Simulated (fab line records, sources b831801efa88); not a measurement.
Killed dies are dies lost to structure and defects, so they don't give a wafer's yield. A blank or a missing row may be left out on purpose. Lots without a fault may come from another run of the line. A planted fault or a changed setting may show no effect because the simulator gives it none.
Chamber matching | flow sky130 | SKY_VIA1_CMP_24 on cmp-01: 4 sister chambers
The step polishes, stops on SiO2, t overpolish 15 s, target thk 0 nm. 4 wafers are shown with their chamber, then 12 later ones without.

WAFERS WITH THEIR CHAMBER
wafer  | chamber | motor_current_A (A)
L089.4 | 3       | 10.7
L092.1 | 0       | 11.6
L092.2 | 1       | 9.8
L092.6 | 2       | 8.3

WAFERS WITHOUT THEIR CHAMBER
wafer  | motor_current_A (A)
L093.3 | 10.0
L093.4 | 8.3
L093.6 | 10.6
L094.1 | 11.5
L094.3 | 8.5
L094.6 | 8.7
L095.2 | 10.5
L095.3 | 10.0
L095.4 | 11.6
L097.3 | 11.3
L097.4 | 8.8
L097.5 | 10.9

WHICH CHAMBER EACH WENT THROUGH
wafer  | from the rows above     | in truth
L093.3 | 1                       | 1
L093.4 | 2                       | 2
L093.6 | 3                       | 3
L094.1 | 0                       | 0
L094.3 | 2                       | 2
L094.6 | 2                       | 2
L095.2 | 3                       | 3
L095.3 | 1                       | 1
L095.4 | 0                       | 0
L097.3 | can't be placed: 0 or 3 | 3
L097.4 | 2                       | 2
L097.5 | 3                       | 3
Placed correctly: 11 of 12. Can't be placed from these rows: 1 (the true chamber is among the candidates in 1). Placed wrongly: 0.
How it was worked out, from the rows above alone: a wafer's distance from a chamber is the root of the sum, over the readings, of the square of ((its reading less the chamber's mean) divided by the reading's scatter). The wafer belongs to the nearest chamber; if the next one is less than 2 further off, it can't be placed. A chamber's mean is the mean of its shown wafers. The scatter: with one shown wafer a chamber, the root of the mean of the squares of how far each hidden wafer lies from its nearest shown one.
